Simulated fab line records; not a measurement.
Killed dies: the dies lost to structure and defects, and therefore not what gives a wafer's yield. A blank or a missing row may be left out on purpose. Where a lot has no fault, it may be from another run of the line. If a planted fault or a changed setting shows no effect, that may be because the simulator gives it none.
fab line records    flow sky130
record: lots: 5  wafers: 23
route steps=708 shown CAP2M@610 VIA4@646 METAL5@664
start-h: start of the lot's first displayed wafer, in hours after the record's first day    wait-h: hours elapsed since this lot's preceding step    " unchanged from the row above    L1.1+2: one row covering several wafers at once    - value missing, or start not given    * or withheld: withheld    < > ~ a bound
route shown NAME@n: a module of which the file shows steps, and the number in the route of the first    usual: mean/standard deviation of fault-free wafers    same: alike in all rows    chamber/n: place in a boat    sites: each site's reading    _std_site: the standard deviation of these    _edge_site: the outer-site mean with the inner-site mean subtracted    radius-mm: for every site, how far away it sits from the centre of the wafer    mask NAME#n: copy n    behind: the most recent tool/chamber to have shaped the wafer    hold: what put the lot on hold/how long, in hours/how the hold closed    device: transistor that didn't switch, given as n, p or np    end of line: the same wafers' tests at the end of the route    a step without rows: its recipe alone    killed: at the first sort, the dies lost to defects and structure; wafer yield is something else    map: dies across one wafer; x = killed, . = not, _ = none there
set.NAME: the setting as run; set.NAME@STEP: as run at that earlier step    model.NAME: the simulator's own value behind a step, which no gauge read
lots run with intentionally changed settings; tables by step, rows by wafer
== steps ==
step: SKY_CAP2M_COAT_07
recipe: resist: NOVOLAK  spin-rpm: 3000  resist-thk-nm: 1140
lot.wafer  tool            chamber  start-h  wait-h  set.resist-thk-nm  model.NOVOLAK_of_CAP2M_COAT_07.thk-nm
L074.1     litho-track-01  0        946.62   0.1     1140               1142
L074.2     "               0        "        "       1118               1117
L074.4     "               0        "        "       1140               1146
L074.5     "               0        "        "       1118               1119
L074.6     "               0        "        "       1140               1143
L078.1+3   litho-track-04  0        974.39   0.1     1140               1142
L078.2     "               0        "        "       1140               1145
L078.5+6   "               0        "        "       1140               1140
L079.1+5   litho-track-01  0        982.87   0.1     1140               1144
L079.4     "               0        "        "       1140               1149
L080.1     litho-track-04  0        995.09   0.1     1140               1142
L080.2+5   "               0        "        "       1198               1200
L080.4     "               0        "        "       1140               1141
L080.6     "               0        "        "       1198               1201
L082.2     litho-track-02  0        1014.18  0.1     1140               1144
L082.3     "               0        "        "       1140               1142
L082.4     "               0        "        "       1140               1143
L082.5     "               0        "        "       1140               1140
L082.6     "               0        "        "       1140               1145
step: SKY_CAP2M_SOFTBAKE_08
recipe: temp-c: 90  time-s: 60  resist: NOVOLAK
step: SKY_CAP2M_EXPOSE_09
recipe: mask-id: CAP2M  na: 0.6  source-shape: conventional  sigma-outer: 0.6  polarization: unpolarized  target-cd-nm: 1000  dose-mj: 159
step: SKY_CAP2M_METAL_ETCH_13
recipe: target-depth-nm: 220  stop-on: SiO2  chemistry: Cl2/BCl3  target: TiN  pressure-mtorr: 10  icp-w: 900  bias-w: 48.5  Cl2_flow_sccm: 60  bcl3-flow-sccm: 30  time-s: 62.9
step: SKY_CAP2M_STRIP_14
recipe: chemistry: O2/N2  power-w: 1400  pressure-mtorr: 1500  platen-temp-c: withheld  o2-flow-sccm: 3000  n2-flow-sccm: 300  overash-fraction: 0.5
usual: strip-time-to-endpoint-s: 12.69/0.046
lot.wafer  tool             chamber  start-h  wait-h  set.resist-thk-nm@CAP2M_COAT_07  strip-time-to-endpoint-s
L074.1     plasma-asher-04  0        957.85   0.1     1140                             12.66
L074.2     "                1        "        "       1118                             12.40
L074.4     "                1        "        "       1140                             12.71
L074.5     "                1        "        "       1118                             12.39
L074.6     "                0        "        "       1140                             12.72
L078.1     plasma-asher-01  1        985.55   0.1     1140                             12.68
L078.2     "                0        "        "       1140                             12.74
L078.3     "                1        "        "       1140                             12.70
L078.5     "                1        "        "       1140                             12.68
L078.6     "                0        "        "       1140                             12.68
L079.1     plasma-asher-03  1        995.54   0.1     1140                             12.73
L079.4     "                1        "        "       1140                             12.77
L079.5     "                0        "        "       1140                             12.74
L080.1     plasma-asher-04  1        1006.63  0.1     1140                             12.66
L080.2     "                0        "        "       1198                             13.29
L080.4     "                1        "        "       1140                             12.71
L080.5     "                1        "        "       1198                             13.28
L080.6     "                0        "        "       1198                             13.27
L082.2     plasma-asher-01  1        1026.65  0.1     1140                             12.70
L082.3     "                0        "        "       1140                             12.68
L082.4     "                1        "        "       1140                             12.69
L082.5     "                0        "        "       1140                             12.66
L082.6     "                1        "        "       1140                             12.71
step: SKY_VIA4_SOFTBAKE_07
recipe: temp-c: 90  time-s: 60  resist: NOVOLAK
lot.wafer   tool            chamber  start-h  wait-h  set.temp-c
L074.1+2+5  litho-track-01  0        996.32   0.1     90
L074.4+6    "               0        "        "       86.54
L078.1+5+6  litho-track-01  0        1024.07  0.1     90
L078.2+3    "               0        "        "       91.14
L079.1+4+5  litho-track-01  0        1032.57  0.1     90
L080.1+2+5  litho-track-02  0        1044.10  0.1     90
L080.4+6    "               0        "        "       91.88
L082.2+3+4  litho-track-03  0        1062.70  0.1     90
L082.5+6    "               0        "        "       93.57
step: SKY_VIA4_EXPOSE_08
recipe: mask-id: VIM4  na: 0.6  source-shape: conventional  sigma-outer: 0.6  polarization: unpolarized  target-cd-nm: 800  dose-mj: 132
step: SKY_VIA4_PEB_09
recipe: temp-c: withheld  time-s: *  resist: NOVOLAK
step: SKY_VIA4_DEVELOP_10
recipe: resist: NOVOLAK  developer: TMAH  develop-time-s: 60  dev-temp-c: 23
lot.wafer  tool            chamber  start-h  wait-h  set.temp-c@VIA4_SOFTBAKE_07  model.NOVOLAK_of_VIA4_COAT_06.thk-nm
L074.1     litho-track-03  0        1007.67  0.1     90                           1137
L074.2     "               0        "        "       90                           1135
L074.4     "               0        "        "       86.54                        1147
L074.5     "               0        "        "       90                           1138
L074.6     "               0        "        "       86.54                        1148
L078.1+5   litho-track-02  0        1034.45  0.1     90                           1137
L078.2     "               0        "        "       91.14                        1134
L078.3     "               0        "        "       91.14                        1132
L078.6     "               0        "        "       90                           1139
L079.1     litho-track-02  0        1044.40  0.1     90                           1142
L079.4     "               0        "        "       90                           1141
L079.5     "               0        "        "       90                           1139
L080.1     litho-track-01  0        1055.52  0.1     90                           1147
L080.2     "               0        "        "       90                           1148
L080.4     "               0        "        "       91.88                        1138
L080.5     "               0        "        "       90                           1142
L080.6     "               0        "        "       91.88                        1140
L082.2     litho-track-03  0        1074.55  0.1     90                           1139
L082.3     "               0        "        "       90                           1141
L082.4     "               0        "        "       90                           1138
L082.5     "               0        "        "       93.57                        1127
L082.6     "               0        "        "       93.57                        1128
step: SKY_VIA4_ETCH_12
recipe: target: SiO2  chemistry: C4F8/O2/Ar  stop-on: TiN  mask-material: NOVOLAK  source-w: 1500  bias-w: 1200  pressure-mtorr: 40  c4f8-flow-sccm: withheld  O2_flow_sccm: 6  Ar_flow_sccm: 300  time-s: withheld  target-depth-a: 5800
lot.wafer  tool         chamber  start-h  wait-h  set.temp-c@VIA4_SOFTBAKE_07  model.NOVOLAK_of_VIA4_COAT_06.thk-nm
L074.1+5   rie-diel-02  3        1007.86  0.0     90                           1004
L074.2     "            2        "        "       90                           1001
L074.4     "            1        "        "       86.54                        1014
L074.6     "            0        "        "       86.54                        1016
L078.1     rie-diel-04  2        1034.64  0.0     90                           1004
L078.2     "            3        "        "       91.14                        1002
L078.3     "            1        "        "       91.14                        997.1
L078.5     "            3        "        "       90                           1005
L078.6     "            0        "        "       90                           1006
L079.1+5   rie-diel-04  1,0      1044.59  0.0     90                           1007
L079.4     "            3        "        "       90                           1010
L080.1+2   rie-diel-02  1,3      1055.71  0.0     90                           1016
L080.4     "            0        "        "       91.88                        1007
L080.5     "            3        "        "       90                           1010
L080.6     "            2        "        "       91.88                        1006
L082.2     rie-diel-01  3        1074.71  0.0     90                           1007
L082.3     "            2        "        "       90                           1008
L082.4     "            0        "        "       90                           1005
L082.5+6   "            3,2      "        "       93.57                        995.3
step: SKY_VIA4_CVD_18
recipe: material: W  target-thk-nm: 505  time-s: 152.14  temp-c: 400  pressure-torr: 40
lot.wafer  tool      chamber  start-h  wait-h  set.temp-c  model.W_of_VIA4_CVD_18.thk-nm
L074.1     cvd-w-02  0        1008.64  0.0     400         510.4
L074.2     "         1        "        "       400         509.6
L074.4     "         0        "        "       408.5       589.6
L074.5     "         0        "        "       408.5       578.7
L074.6     "         1        "        "       400         508.9
L078.1     cvd-w-01  0        1035.39  0.0     400         503.4
L078.2     "         1        "        "       400         504.4
L078.3     "         0        "        "       393.4       451.4
L078.5     "         0        "        "       393.4       444.9
L078.6     "         1        "        "       393.4       443.4
L079.1     cvd-w-01  1        1045.32  0.0     400         498.9
L079.4     "         1        "        "       400         499.7
L079.5     "         0        "        "       400         491.6
L080.1     cvd-w-02  1        1056.43  0.0     394.5       443.3
L080.2     "         0        "        "       394.5       450.4
L080.4+6   "         1        "        "       400         493.5
L080.5     "         0        "        "       400         498.4
L082.2     cvd-w-01  0        1075.83  0.0     400         505.6
L082.3     "         1        "        "       400         508.8
L082.4     "         0        "        "       400         506.6
L082.5     "         0        "        "       400         507.5
L082.6     "         1        "        "       400         509.6
step: SKY_VIA4_RS_MEAS_19
recipe: thk-meas-gauge: four-point-probe  reads: W_of_VIA4_CVD_18+TiN_of_VIA4_SPUTTER_17
usual: VIA4_W_RS: 0.2276/0.0024
lot.wafer  tool           chamber  start-h  wait-h  set.temp-c@VIA4_CVD_18  VIA4_W_RS[ohm/sq]
L074.1     film-metro-03  -        1008.79  0.1     400                     0.2242
L074.2     "              -        "        "       400                     0.2249
L074.4     "              -        "        "       408.5                   0.1941
L074.5     "              -        "        "       408.5                   0.1980
L074.6     "              -        "        "       400                     0.2249
L078.1     film-metro-04  -        1035.54  0.1     400                     0.2270
L078.2     "              -        "        "       400                     0.2264
L078.3     "              -        "        "       393.4                   0.2534
L078.5     "              -        "        "       393.4                   0.2569
L078.6     "              -        "        "       393.4                   0.2579
L079.1     film-metro-01  -        1045.47  0.1     400                     0.2299
L079.4     "              -        "        "       400                     0.2292
L079.5     "              -        "        "       400                     0.2332
L080.1     film-metro-04  -        1056.58  0.1     394.5                   0.2583
L080.2     "              -        "        "       394.5                   0.2542
L080.4     "              -        "        "       400                     0.2315
L080.5     "              -        "        "       400                     0.2292
L080.6     "              -        "        "       400                     0.2314
L082.2     film-metro-01  -        1076.01  0.1     400                     0.2269
L082.3     "              -        "        "       400                     0.2252
L082.4     "              -        "        "       400                     0.2266
L082.5     "              -        "        "       400                     0.2257
L082.6     "              -        "        "       400                     0.2251
step: SKY_VIA4_THK_MEAS_20
recipe: thk-meas-gauge: xrf  reads: W_of_VIA4_CVD_18
usual: VIA4_W_THK: 492/5.5
lot.wafer  tool           chamber  start-h  wait-h  set.temp-c@VIA4_CVD_18  VIA4_W_THK[nm]
L074.1     film-metro-03  -        1008.91  0.1     400                     498
L074.2     "              -        "        "       400                     500
L074.4     "              -        "        "       408.5                   577
L074.5     "              -        "        "       408.5                   566
L074.6     "              -        "        "       400                     497
L078.1     film-metro-04  -        1035.66  0.1     400                     494
L078.2     "              -        "        "       400                     495
L078.3     "              -        "        "       393.4                   444
L078.5     "              -        "        "       393.4                   439
L078.6     "              -        "        "       393.4                   436
L079.1     film-metro-01  -        1045.59  0.1     400                     489
L079.4     "              -        "        "       400                     491
L079.5     "              -        "        "       400                     482
L080.1     film-metro-04  -        1056.70  0.1     394.5                   434
L080.2     "              -        "        "       394.5                   442
L080.4     "              -        "        "       400                     482
L080.5     "              -        "        "       400                     487
L080.6     "              -        "        "       400                     482
L082.2     film-metro-01  -        1076.12  0.1     400                     494
L082.3     "              -        "        "       400                     500
L082.4     "              -        "        "       400                     493
L082.5     "              -        "        "       400                     494
L082.6     "              -        "        "       400                     494
step: SKY_VIA4_CMP_21
recipe: stop-on: SiO2  t-overpolish-s: 25  down-force-psi: 3.5  platen-rpm: 60  target-thk-nm: 0  pad-velocity-m-s: 0.94248
usual: time-to-endpoint-s: 125/5.7
lot.wafer  tool    chamber  start-h  wait-h  set.temp-c@VIA4_CVD_18  time-to-endpoint-s
L074.4     cmp-01  0        1009.22  0.3     408.5                   148
L074.1     "       1        "        "       400                     125
L074.2     "       2        "        "       400                     134
L074.5     "       0        "        "       408.5                   147
L074.6     "       1        "        "       400                     128
L078.2     cmp-01  2        1035.99  0.3     400                     133
L078.3     "       3        "        "       393.4                   110
L078.1     "       0        "        "       400                     129
L078.5     "       2        "        "       393.4                   120
L078.6     "       3        "        "       393.4                   111
L079.1     cmp-01  3        1045.65  0.1     400                     122
L079.4     "       1        "        "       400                     123
L079.5     "       0        "        "       400                     123
L080.1     cmp-01  2        1056.81  0.1     394.5                   114
L080.2     "       3        "        "       394.5                   107
L080.4     "       0        "        "       400                     125
L080.5     "       1        "        "       400                     122
L080.6     "       2        "        "       400                     125
L082.4     cmp-01  2        1076.17  0.0     400                     135
L082.3     "       0        "        "       400                     132
L082.2     "       1        "        "       400                     125
L082.6     "       2        "        "       400                     138
L082.5     "       3        "        "       400                     126
step: SKY_METAL5_SPUTTER_03
recipe: material: Ti  target-thk-nm: 5  power-w: 3000  time-s: 3.3  chamber-pressure-pa: 0.4
lot.wafer  tool            chamber  start-h  wait-h  set.time-s  model.Ti_of_METAL5_SPUTTER_03.thk-nm
L074.1     pvd-sputter-04  -        1009.62  0.0     3.738       5.68
L074.2     "               -        "        "       3.3         5.128
L074.4     "               -        "        "       3.738       5.541
L074.5     "               -        "        "       3.738       5.523
L074.6     "               -        "        "       3.3         5.046
L078.1     pvd-sputter-02  -        1036.39  0.0     3.3         5.067
L078.2     "               -        "        "       3.68        5.58
L078.3     "               -        "        "       3.68        5.519
L078.5     "               -        "        "       3.3         5.039
L078.6     "               -        "        "       3.68        5.626
L079.1     pvd-sputter-04  -        1046.05  0.0     3.3         4.984
L079.4     "               -        "        "       3.3         4.915
L079.5     "               -        "        "       3.3         5.019
L080.1     pvd-sputter-01  -        1057.16  0.0     3.3         5.078
L080.2     "               -        "        "       3.3         4.977
L080.4     "               -        "        "       3.3         4.995
L080.5     "               -        "        "       3.3         4.973
L080.6     "               -        "        "       3.3         5.05
L082.2     pvd-sputter-04  -        1076.57  0.0     3.3         5.037
L082.3     "               -        "        "       3.3         4.993
L082.4     "               -        "        "       3.3         4.828
L082.5     "               -        "        "       3.3         5.078
L082.6     "               -        "        "       3.3         4.824
step: SKY_METAL5_METAL_ETCH_15
recipe: target-depth-a: 12600  stop-on: SiO2  over-etch-frac: 0.2  time-s: 252  chemistry: Cl2/BCl3  resist-sidewall-deg: 86  pressure-mtorr: 10  icp-w: 900  bias-w: 48.5  Cl2_flow_sccm: 60  bcl3-flow-sccm: 30
lot.wafer   tool          chamber  start-h  wait-h  set.icp-w  model.NOVOLAK_of_METAL5_COAT_09.thk-nm
L074.1      rie-metal-04  1        1033.42  0.0     900        -
L074.2      "             0        "        "       900        1026
L074.4+5    "             1,0      "        "       837.4      -
L074.6      "             1        "        "       837.4      1068
L078.1      rie-metal-03  1        1059.71  0.0     900        1039
L078.2+3+6  "             0,1,0    "        "       900        -
L078.5      "             1        "        "       900        1040
L079.1      rie-metal-03  1        1067.31  0.0     900        1033
L079.4      "             0        "        "       900        1032
L079.5      "             1        "        "       900        1046
L080.1      rie-metal-02  1        1078.76  0.0     836.6      1072
L080.2      "             0        "        "       900        1045
L080.4      "             1        "        "       836.6      1071
L080.5      "             0        "        "       900        1026
L080.6      "             1        "        "       836.6      1077
L082.2      rie-metal-04  1        1096.77  0.0     985.2      978.5
L082.3      "             1        "        "       900        1030
L082.4      "             0        "        "       900        1034
L082.5      "             1        "        "       985.2      971.2
L082.6      "             0        "        "       900        1027
step: SKY_METAL5_STRIP_16
recipe: chemistry: O2/N2  power-w: 1400  pressure-mtorr: 1500  platen-temp-c: withheld  o2-flow-sccm: 3000  n2-flow-sccm: 300  overash-fraction: 0.5
usual: strip-time-to-endpoint-s: 13.10/0.096
lot.wafer  tool             chamber  start-h  wait-h  set.icp-w@METAL5_METAL_ETCH_15  strip-time-to-endpoint-s
L074.1     plasma-asher-03  0        1033.66  0.2     900                             12.89
L074.2     "                1        "        "       900                             12.96
L074.4     "                1        "        "       837.4                           13.54
L074.5     "                0        "        "       837.4                           13.42
L074.6     "                1        "        "       837.4                           13.45
L078.1     plasma-asher-02  0        1059.94  0.2     900                             13.11
L078.2     "                1        "        "       900                             13.07
L078.3     "                0        "        "       900                             13.07
L078.5     "                0        "        "       900                             13.14
L078.6     "                1        "        "       900                             13.07
L079.1     plasma-asher-02  1        1067.54  0.2     900                             13.06
L079.4     "                1        "        "       900                             13.03
L079.5     "                1        "        "       900                             13.20
L080.1     plasma-asher-02  0        1078.99  0.2     836.6                           13.47
L080.2     "                1        "        "       900                             13.18
L080.4     "                0        "        "       836.6                           13.46
L080.5     "                0        "        "       900                             12.97
L080.6     "                1        "        "       836.6                           13.53
L082.2     plasma-asher-01  1        1097.01  0.2     985.2                           12.46
L082.3     "                0        "        "       900                             13.02
L082.4     "                1        "        "       900                             13.06
L082.5     "                1        "        "       985.2                           12.39
L082.6     "                0        "        "       900                             12.97
== key ==
split: step: SKY_CAP2M_COAT_07  setting: resist-thk-nm  stated: 1140  by: wafer
response: step: SKY_CAP2M_COAT_07  reading: model.NOVOLAK_of_CAP2M_COAT_07.thk-nm  change: +11.8  per: 1%  r: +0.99
response: step: SKY_CAP2M_STRIP_14  reading: strip-time-to-endpoint-s  change: *  per: 1%  r: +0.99
split: step: SKY_VIA4_SOFTBAKE_07  setting: temp-c  stated: 90  by: wafer
response: step: SKY_VIA4_DEVELOP_10  reading: model.NOVOLAK_of_VIA4_COAT_06.thk-nm  change: -3  per: 1%  r: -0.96
response: step: SKY_VIA4_ETCH_12  reading: model.NOVOLAK_of_VIA4_COAT_06.thk-nm  change: -3.12  per: 1%  r: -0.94
split: step: SKY_VIA4_CVD_18  setting: temp-c  stated: 400  by: wafer
response: step: SKY_VIA4_CVD_18  reading: model.W_of_VIA4_CVD_18.thk-nm  change: +35  per: 1%  r: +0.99
response: step: SKY_VIA4_RS_MEAS_19  reading: VIA4_W_RS  change: -0.0158  per: 1%  r: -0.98
response: step: SKY_VIA4_THK_MEAS_20  reading: VIA4_W_THK  change: +33.8  per: 1%  r: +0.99
response: step: SKY_VIA4_CMP_21  reading: time-to-endpoint-s  change: *  per: 1%  r: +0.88
split: step: SKY_METAL5_SPUTTER_03  setting: time-s  stated: 3.3  by: wafer
response: step: SKY_METAL5_SPUTTER_03  reading: model.Ti_of_METAL5_SPUTTER_03.thk-nm  change: +0.0407  per: 1%  r: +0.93
split: step: SKY_METAL5_METAL_ETCH_15  setting: icp-w  stated: 900  by: wafer
response: step: SKY_METAL5_METAL_ETCH_15  reading: model.NOVOLAK_of_METAL5_COAT_09.thk-nm  change: -5.76  per: 1%  r: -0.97
response: step: SKY_METAL5_STRIP_16  reading: strip-time-to-endpoint-s  change: *  per: 1%  r: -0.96
